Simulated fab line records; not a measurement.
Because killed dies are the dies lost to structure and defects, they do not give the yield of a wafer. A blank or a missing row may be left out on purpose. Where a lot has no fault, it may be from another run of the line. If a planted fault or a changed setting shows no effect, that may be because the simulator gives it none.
Which tool is to blame?	flow sky130	14 lots, 42 wafers sampled, at 4 steps of a route of 708

== WHAT THE GAUGES SHOWED, per wafer ==
SKY_NWELL_OVL_MEAS_10.
lot	measured	on	NWELL_00_OVL (nm)
L269	day 4 21:01	overlay-01	-3.4 -1.8 0.3
L270	day 5 02:29	overlay-01	-2.6 -0.1 0.3
L272	day 5 08:47	overlay-01	-1.9 -1.9 -1.9
L273	day 5 18:19	overlay-02	1.1 2.0 0.7
L276	day 6 08:16	overlay-02	-2.3 -0.4 -2.4
L281	day 7 14:33	overlay-02	-3.3 -2.9 -4.2
L282	day 8 03:57	overlay-02	1.3 -1.1 -0.3
L283	day 8 06:39	overlay-02	-2.8 -1.9 -0.1
L284	day 8 15:23	overlay-02	-1.5 -1.6 -2.4
L287	day 9 04:37	overlay-02	-1.0 1.6 1.1
L288	day 9 11:59	overlay-02	-1.2 -2.1 -1.3
L289	day 9 18:08	overlay-02	0.3 -2.2 -0.2
L290	day 9 21:06	overlay-01	-0.8 -3.1 -1.7
L291	day 10 04:47	overlay-01	0.2 0.1 1.4

SKY_NWELL_RS_MEAS_31: uses a four-point probe to measure.
lot	measured	on	PWDE_RS (ohm/sq)
L269	day 5 15:09	filmMetro-02	5276 5265 5276
L270	day 5 21:16	filmMetro-04	5309 5290 5301
L272	day 6 04:04	filmMetro-04	5281 5296 5270
L273	day 6 13:56	filmMetro-03	5251 5247 5241
L276	day 7 04:05	filmMetro-04	5284 5285 5297
L281	day 8 11:49	filmMetro-02	5266 5248 5263
L282	day 9 01:21	filmMetro-04	5266 5282 5282
L283	day 9 04:58	filmMetro-04	5263 5254 5276
L284	day 9 14:10	filmMetro-04	5269 5263 5270
L287	day 10 03:40	filmMetro-03	5269 5247 5266
L288	day 10 11:49	filmMetro-04	5284 5251 5283
L289	day 10 17:47	filmMetro-04	5289 5272 5279
L290	day 10 19:55	filmMetro-04	5274 5269 5259
L291	day 11 04:07	filmMetro-03	5273 5281 5263

SKY_VT_ADJUST_HVTP_CD_MEAS_07 targets a cd of 380 nm.
lot	measured	on	cdNm (nm)
L269	day 6 09:27	cdSem-01	378.2 381.0 379.1
L270	day 6 15:23	cdSem-01	382.3 377.6 379.5
L272	day 6 22:25	cdSem-02	383.7 379.9 383.3
L273	day 7 08:52	cdSem-02	381.1 378.7 378.7
L276	day 8 00:27	cdSem-01	381.2 382.9 380.5
L281	day 9 09:46	cdSem-01	382.2 382.4 380.5
L282	day 9 23:31	cdSem-01	376.4 376.4 377.1
L283	day 10 02:40	cdSem-02	379.3 378.2 378.6
L284	day 10 12:19	cdSem-02	381.9 382.9 382.0
L287	day 11 01:34	cdSem-01	377.3 380.0 378.4
L288	day 11 11:31	cdSem-02	378.5 377.8 378.7
L289	day 11 17:08	cdSem-02	380.0 378.1 379.2
L290	day 11 19:17	cdSem-01	377.3 378.5 380.9
L291	day 12 03:38	cdSem-01	376.4 376.9 376.7

== WHICH TOOL RAN EACH LOT (tool, then ch and the chambers of the sampled wafers, then the start) ==
lot	SKY_FIELD_ISO_WET_ETCH_18
L269	wetBench-04 ch 1, day 2 10:04
L270	wetBench-02 ch 0, day 2 15:20
L272	wetBench-04 ch 2, day 3 01:17
L273	wetBench-04 ch 3, day 3 07:31
L276	wetBench-04 ch 3, day 3 22:28
L281	wetBench-02 ch 3, day 4 23:37
L282	wetBench-01 ch 1, day 5 07:58
L283	wetBench-01 ch 0, day 5 10:37
L284	wetBench-01 ch 0, day 5 15:11
L287	wetBench-02 ch 3, day 6 09:22
L288	wetBench-01 ch 1, day 6 14:26
L289	wetBench-04 ch 0, day 6 20:23
L290	wetBench-04 ch 2, day 6 23:07
L291	wetBench-02 ch 1, day 7 07:34
- SKY_FIELD_ISO_WET_ETCH_18: etches Si3N4 in H3PO4, target depth 25 nm, time 286 s.

== AS READ BY THE TOOLS THEMSELVES (means over the sampled wafers that have a number; for cases with no such wafer, the mark the record gives instead) ==
SKY_FIELD_ISO_WET_ETCH_18.
lot	tool	runLengthS (s)
L269	wetBench-04	319
L270	wetBench-02	311
L272	wetBench-04	319
L273	wetBench-04	336
L276	wetBench-04	336
L281	wetBench-02	313
L282	wetBench-01	312
L283	wetBench-01	312
L284	wetBench-01	311
L287	wetBench-02	320
L288	wetBench-01	313
L289	wetBench-04	311
L290	wetBench-04	312
L291	wetBench-02	310

== THE ANSWER, worked out from the rows above alone ==
Rule: usual is defined by the lots themselves. The widest of any qualifying gaps counts: lots, ordered by their means at a reading, are off when they make up no more than a third of the lots, leave a main group of 4 or more, and stand apart from it by 3 or more times the standard deviation of that group's means. The tables above print the reading to a certain number of digits; a main group whose means all agree to those digits is not used. Also off: a lot with no number at a reading for which 4 or more lots have one. Any other lot the step has rows for is counted as sound. After the gauges, taken in route order, come the tools' own readings; for these a lot's mean is taken, as printed above. The first step at which some lot is off is used, and at that step the reading that is off furthest; a lot without a number counts as furthest.
Off: L273, L276 (SKY_FIELD_ISO_WET_ETCH_18, runLengthS). Mean 314 s and standard deviation 3.4 in the main group.
A tool fits if, at that step or a process step before it, it ran every lot that is off, and no sound lot after the first of them. Of those tried, none fits.

== WHAT WAS PUT IN BY THE SIMULATOR ==
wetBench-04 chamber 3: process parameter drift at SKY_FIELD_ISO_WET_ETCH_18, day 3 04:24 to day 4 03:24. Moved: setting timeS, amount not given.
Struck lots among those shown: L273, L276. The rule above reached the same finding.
